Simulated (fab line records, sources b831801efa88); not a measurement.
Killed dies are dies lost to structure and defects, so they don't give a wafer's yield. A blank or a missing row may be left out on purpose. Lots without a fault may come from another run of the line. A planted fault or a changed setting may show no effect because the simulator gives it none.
A struck lot beside a sound one | flow sky130 | 43 steps out of a route of 708
Sound: wafers L699.3, L699.4, L699.6. Struck: wafers L706.3, L706.5, L706.6. The cause comes at the end.
At each step with rows: each side's tool, then ch and its chambers, then its first start. Under that, the readings that differ: sound wafers | struck wafers | difference of the means | sigmas: that difference in standard deviations of wafers without a fault.
alike: readings whose means differ by less than 2 such deviations, and words and numbers that are the same on both sides. not compared: withheld readings, readings that some wafer has no value for, bounds like >300 that may hide the same value, and numbers for which the record gives no deviation and whose values overlap.
The two part at a step that has a row with sigmas, a row that says differs or no value, or rows on one side only. Numbers that don't overlap but have no deviation are shown without sigmas and don't part them. A reading that every wafer of one side lacks parts them only if that side has two wafers or more.

first, 3 steps without rows for these wafers: SKY_VT_ADJUST_NCORE_EXPOSE_04 (exposes mask LVTN COMPLEMENT THIN, target cd 380 nm); SKY_VT_ADJUST_NCORE_PEB_05; SKY_VT_ADJUST_NCORE_DEVELOP_06 (develop time 60 s).
SKY_VT_ADJUST_NCORE_CD_MEAS_07: target cd 380 nm.
  sound on cd_sem-01, day 8 13:42; struck on cd_sem-01, day 11 11:35
  alike: cd_nm
SKY_VT_ADJUST_NCORE_OVL_MEAS_08:
  sound on overlay-01, day 8 13:48; struck on overlay-02, day 11 11:40
  alike: VT_ADJUST_NCORE_OVL
then, 1 step without rows for these wafers: SKY_VT_ADJUST_NCORE_IMPLANT_09.
SKY_VT_ADJUST_NCORE_STRIP_10: strips in O2/N2.
  sound on plasma_asher-02 ch 0,1, day 8 14:00; struck on plasma_asher-04 ch 0,1, day 11 11:53
  alike: drypump_motor_current_A, oes_product_au, strip_time_to_endpoint_s
  not compared: rf_hours_counter_h
SKY_VT_ADJUST_NCORE_TW_MEAS_11:
  sound on film_metro-04, day 8 14:05; struck on film_metro-04, day 11 11:58
  alike: VT_ADJUST_NCORE_TW
then, 4 steps without rows for these wafers: SKY_VT_ADJUST_HVTR_DEHYDRATE_00 (time 60 s); SKY_VT_ADJUST_HVTR_HMDS_01 (prime time 60 s); SKY_VT_ADJUST_HVTR_COAT_02 (resist thk 1140 nm); SKY_VT_ADJUST_HVTR_SOFTBAKE_03 (time 60 s).
SKY_VT_ADJUST_HVTR_EXPOSE_04: exposes mask HVTRM, target cd 380 nm.
  sound on iline_stepper-02 ch 0, day 9 01:12; struck on iline_stepper-02 ch 0, day 11 23:47
  reading | sound                   | struck               | difference | sigmas
  mask    | HVTRM#0 HVTRM#0 HVTRM#0 | TUNM#0 TUNM#0 TUNM#0 | differs    |
then, 2 steps without rows for these wafers: SKY_VT_ADJUST_HVTR_PEB_05; SKY_VT_ADJUST_HVTR_DEVELOP_06 (develop time 60 s).
SKY_VT_ADJUST_HVTR_CD_MEAS_07: target cd 380 nm.
  sound on cd_sem-01, day 9 11:34; struck on cd_sem-02, day 12 11:39
  reading    | sound             | struck | difference                    | sigmas
  cd_nm (nm) | 375.4 377.2 377.5 | - - -  | no value on the struck wafers |
SKY_VT_ADJUST_HVTR_OVL_MEAS_08:
  sound on overlay-02, day 9 11:40; struck on overlay-01, day 12 11:44
  reading                 | sound       | struck | difference                    | sigmas
  VT_ADJUST_HVTR_OVL (nm) | 0.2 1.5 1.7 | - - -  | no value on the struck wafers |
then, 1 step without rows for these wafers: SKY_VT_ADJUST_HVTR_IMPLANT_09.
SKY_VT_ADJUST_HVTR_STRIP_10: strips in O2/N2.
  sound on plasma_asher-04 ch 0,1, day 9 11:52; struck on plasma_asher-02 ch 0,1, day 12 11:57
  alike: drypump_motor_current_A, oes_product_au, strip_time_to_endpoint_s
  not compared: rf_hours_counter_h
SKY_VT_ADJUST_HVTR_TW_MEAS_11:
  sound on film_metro-04, day 9 11:57; struck on film_metro-03, day 12 12:02
  reading           | sound             | struck         | difference | sigmas
  VT_ADJUST_HVTR_TW | 210.0 209.9 209.3 | 29.8 29.9 30.0 | -179.8     | -99 or more
then, 7 steps without rows for these wafers: SKY_VT_ADJUST_PCH_DEHYDRATE_00 (time 60 s); SKY_VT_ADJUST_PCH_HMDS_01 (prime time 60 s); SKY_VT_ADJUST_PCH_COAT_02 (resist thk 3000 nm); SKY_VT_ADJUST_PCH_SOFTBAKE_03; SKY_VT_ADJUST_PCH_EXPOSE_04 (exposes mask NWM, target cd 840 nm); SKY_VT_ADJUST_PCH_PEB_05; SKY_VT_ADJUST_PCH_DEVELOP_06 (develop time 60 s).
SKY_VT_ADJUST_PCH_OVL_MEAS_07:
  sound on overlay-01, day 10 10:25; struck on overlay-02, day 13 14:24
  alike: VT_ADJUST_PCH_OVL
then, 1 step without rows for these wafers: SKY_VT_ADJUST_PCH_IMPLANT_08.
SKY_VT_ADJUST_PCH_STRIP_09: strips in O2/N2.
  sound on plasma_asher-01 ch 0,1, day 10 10:37; struck on plasma_asher-02 ch 0,1, day 13 14:37
  alike: drypump_motor_current_A, oes_product_au, strip_time_to_endpoint_s
  not compared: rf_hours_counter_h
SKY_VT_ADJUST_PCH_TW_MEAS_10:
  sound on film_metro-02, day 10 10:51; struck on film_metro-02, day 13 14:42
  alike: VT_ADJUST_PCH_TW
then, 7 steps without rows for these wafers: SKY_SONOS_TUNNEL_DEHYDRATE_00 (time 60 s); SKY_SONOS_TUNNEL_HMDS_01 (prime time 60 s); SKY_SONOS_TUNNEL_COAT_02 (resist thk 1140 nm); SKY_SONOS_TUNNEL_SOFTBAKE_03 (time 60 s); SKY_SONOS_TUNNEL_EXPOSE_04 (exposes mask TUNM, target cd 410 nm); SKY_SONOS_TUNNEL_PEB_05; SKY_SONOS_TUNNEL_DEVELOP_06 (develop time 60 s).
SKY_SONOS_TUNNEL_CD_MEAS_07: target cd 410 nm.
  sound on cd_sem-01, day 11 09:06; struck on cd_sem-01, day 14 16:06
  alike: cd_nm
SKY_SONOS_TUNNEL_OVL_MEAS_08:
  sound on overlay-01, day 11 09:11; struck on overlay-01, day 14 16:11
  alike: SONOS_TUNNEL_OVL
then, 2 steps without rows for these wafers: SKY_SONOS_TUNNEL_IMPLANT_09; SKY_SONOS_TUNNEL_WET_ETCH_10 (etches SiO2 in dHF, target depth 14 nm, time 280 s).
SKY_SONOS_TUNNEL_TW_MEAS_12:
  sound on film_metro-03, day 11 09:39; struck on film_metro-03, day 14 16:40
  reading         | sound             | struck            | difference | sigmas
  SONOS_TUNNEL_TW | 196.8 196.1 196.8 | 248.1 249.0 248.8 | +52.1      | +52

WHERE THEY PART
First at SKY_VT_ADJUST_HVTR_EXPOSE_04; last, within this record, at SKY_SONOS_TUNNEL_TW_MEAS_12.

WHY: what the simulator had put in
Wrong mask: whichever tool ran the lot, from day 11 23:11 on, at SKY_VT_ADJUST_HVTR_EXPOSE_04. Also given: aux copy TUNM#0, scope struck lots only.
